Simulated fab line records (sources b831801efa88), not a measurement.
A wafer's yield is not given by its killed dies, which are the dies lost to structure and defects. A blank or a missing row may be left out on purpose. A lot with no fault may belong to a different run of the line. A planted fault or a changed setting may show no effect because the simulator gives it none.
Which tool is to blame? || flow gf180mcu || Sampling: 14 lots, 41 wafers, 2 of 602 route steps

== WHAT THE GAUGES READ, wafer by wafer ==
GF_CONTACT_THK_MEAS_01. Usual: for CONTACT_CVD_00_THK the level is 299 nm and the standard deviation is 3.7.
{"lot": "L123", "measured": "day 15 05:14", "on": "film metro-01", "CONTACT_CVD_00_THK (nm)": "296 302 305", "flag": ""}
{"lot": "L124", "measured": "day 15 17:25", "on": "film metro-01", "CONTACT_CVD_00_THK (nm)": "304 298 298", "flag": ""}
{"lot": "L125", "measured": "day 15 23:28", "on": "film metro-04", "CONTACT_CVD_00_THK (nm)": "301 294 298", "flag": ""}
{"lot": "L126", "measured": "day 16 10:16", "on": "film metro-04", "CONTACT_CVD_00_THK (nm)": "300 298 297", "flag": ""}
{"lot": "L127", "measured": "day 16 17:14", "on": "film metro-01", "CONTACT_CVD_00_THK (nm)": "298 306 304", "flag": ""}
{"lot": "L128", "measured": "day 16 23:47", "on": "film metro-01", "CONTACT_CVD_00_THK (nm)": "299 295 303", "flag": ""}
{"lot": "L129", "measured": "day 17 09:44", "on": "film metro-01", "CONTACT_CVD_00_THK (nm)": "296 300 301", "flag": ""}
{"lot": "L130", "measured": "day 18 02:59", "on": "film metro-01", "CONTACT_CVD_00_THK (nm)": "301 302 301", "flag": ""}
{"lot": "L131", "measured": "day 18 09:19", "on": "film metro-04", "CONTACT_CVD_00_THK (nm)": "299 298 299", "flag": ""}
{"lot": "L132", "measured": "day 18 18:16", "on": "film metro-01", "CONTACT_CVD_00_THK (nm)": "295 297 300", "flag": ""}
{"lot": "L133", "measured": "day 18 21:42", "on": "film metro-03", "CONTACT_CVD_00_THK (nm)": "297 297 296", "flag": ""}
{"lot": "L134", "measured": "day 19 10:12", "on": "film metro-03", "CONTACT_CVD_00_THK (nm)": "300 301 296", "flag": ""}
{"lot": "L136", "measured": "day 19 23:00", "on": "film metro-04", "CONTACT_CVD_00_THK (nm)": "300 300 298", "flag": ""}
{"lot": "L140", "measured": "day 21 08:45", "on": "film metro-04", "CONTACT_CVD_00_THK (nm)": "300 295", "flag": ""}

== WHAT TOOL EACH LOT RAN ON (gives the tool, then ch and the chambers of the sampled wafers, and finally the start) ==
{"lot": "L123", "GF_SALICIDE_RTA_08": "rtp anneal-02 ch 0, day 15 05:05"}
{"lot": "L124", "GF_SALICIDE_RTA_08": "rtp anneal-01 ch 0, day 15 17:17"}
{"lot": "L125", "GF_SALICIDE_RTA_08": "rtp anneal-02 ch 0, day 15 23:20"}
{"lot": "L126", "GF_SALICIDE_RTA_08": "rtp anneal-01 ch 0, day 16 10:08"}
{"lot": "L127", "GF_SALICIDE_RTA_08": "rtp anneal-01 ch 0, day 16 17:05"}
{"lot": "L128", "GF_SALICIDE_RTA_08": "rtp anneal-01 ch 0, day 16 23:39"}
{"lot": "L129", "GF_SALICIDE_RTA_08": "rtp anneal-01 ch 0, day 17 09:35"}
{"lot": "L130", "GF_SALICIDE_RTA_08": "rtp anneal-01 ch 0, day 18 02:52"}
{"lot": "L131", "GF_SALICIDE_RTA_08": "rtp anneal-02 ch 0, day 18 09:11"}
{"lot": "L132", "GF_SALICIDE_RTA_08": "rtp anneal-01 ch 0, day 18 18:03"}
{"lot": "L133", "GF_SALICIDE_RTA_08": "rtp anneal-02 ch 0, day 18 21:34"}
{"lot": "L134", "GF_SALICIDE_RTA_08": "rtp anneal-01 ch 0, day 19 10:04"}
{"lot": "L136", "GF_SALICIDE_RTA_08": "rtp anneal-01 ch 0, day 19 22:52"}
{"lot": "L140", "GF_SALICIDE_RTA_08": "rtp anneal-02 ch 0, day 21 08:37"}
- GF_SALICIDE_RTA_08: time 30 s.

== WHAT THE TOOLS THEMSELVES READ (means of the sampled wafers that have a number; where no wafer has one, the mark that the record gives instead) ==
GF_SALICIDE_RTA_08. Usual: lamp power pct 19.9 %, standard deviation 0.43; wafer_temp_C_max 804.0, standard deviation 0.82.
{"lot": "L123", "tool": "rtp anneal-02", "lamp power pct (%)": 19.2, "wafer_temp_C_max": 803.8, "flag": ""}
{"lot": "L124", "tool": "rtp anneal-01", "lamp power pct (%)": 20.1, "wafer_temp_C_max": 804.2, "flag": ""}
{"lot": "L125", "tool": "rtp anneal-02", "lamp power pct (%)": 19.2, "wafer_temp_C_max": 803.5, "flag": ""}
{"lot": "L126", "tool": "rtp anneal-01", "lamp power pct (%)": 20.2, "wafer_temp_C_max": 803.8, "flag": ""}
{"lot": "L127", "tool": "rtp anneal-01", "lamp power pct (%)": 20.1, "wafer_temp_C_max": 803.9, "flag": ""}
{"lot": "L128", "tool": "rtp anneal-01", "lamp power pct (%)": 20.1, "wafer_temp_C_max": 804.5, "flag": ""}
{"lot": "L129", "tool": "rtp anneal-01", "lamp power pct (%)": 20.2, "wafer_temp_C_max": 804.6, "flag": ""}
{"lot": "L130", "tool": "rtp anneal-01", "lamp power pct (%)": 20.1, "wafer_temp_C_max": 803.8, "flag": ""}
{"lot": "L131", "tool": "rtp anneal-02", "lamp power pct (%)": 19.2, "wafer_temp_C_max": 803.6, "flag": ""}
{"lot": "L132", "tool": "rtp anneal-01", "lamp power pct (%)": 20.2, "wafer_temp_C_max": 803.8, "flag": ""}
{"lot": "L133", "tool": "rtp anneal-02", "lamp power pct (%)": 19.2, "wafer_temp_C_max": 804.0, "flag": ""}
{"lot": "L134", "tool": "rtp anneal-01", "lamp power pct (%)": 20.2, "wafer_temp_C_max": 803.9, "flag": ""}
{"lot": "L136", "tool": "rtp anneal-01", "lamp power pct (%)": 20.2, "wafer_temp_C_max": 804.0, "flag": ""}
{"lot": "L140", "tool": "rtp anneal-02", "lamp power pct (%)": 19.2, "wafer_temp_C_max": 803.1, "flag": ""}

== THE ANSWER, worked out from the rows above alone ==
Rule: take the mean of a lot's wafers that have a number; if it is more than 3 standard deviations from the usual mean, the lot is off. Also off: a lot with no number at a reading for which 4 or more lots have one. All remaining lots with rows at the step are treated as sound. Order of review: gauges by route order, followed by the tools' own readings, for which a lot's mean as printed above is used. At the first step where some lot is off, the reading lying furthest off is the one used; lots without a number count as furthest.
None of the lots is off at any reading shown; this tells nothing.

== WHAT THE SIMULATOR HAD PUT IN ==
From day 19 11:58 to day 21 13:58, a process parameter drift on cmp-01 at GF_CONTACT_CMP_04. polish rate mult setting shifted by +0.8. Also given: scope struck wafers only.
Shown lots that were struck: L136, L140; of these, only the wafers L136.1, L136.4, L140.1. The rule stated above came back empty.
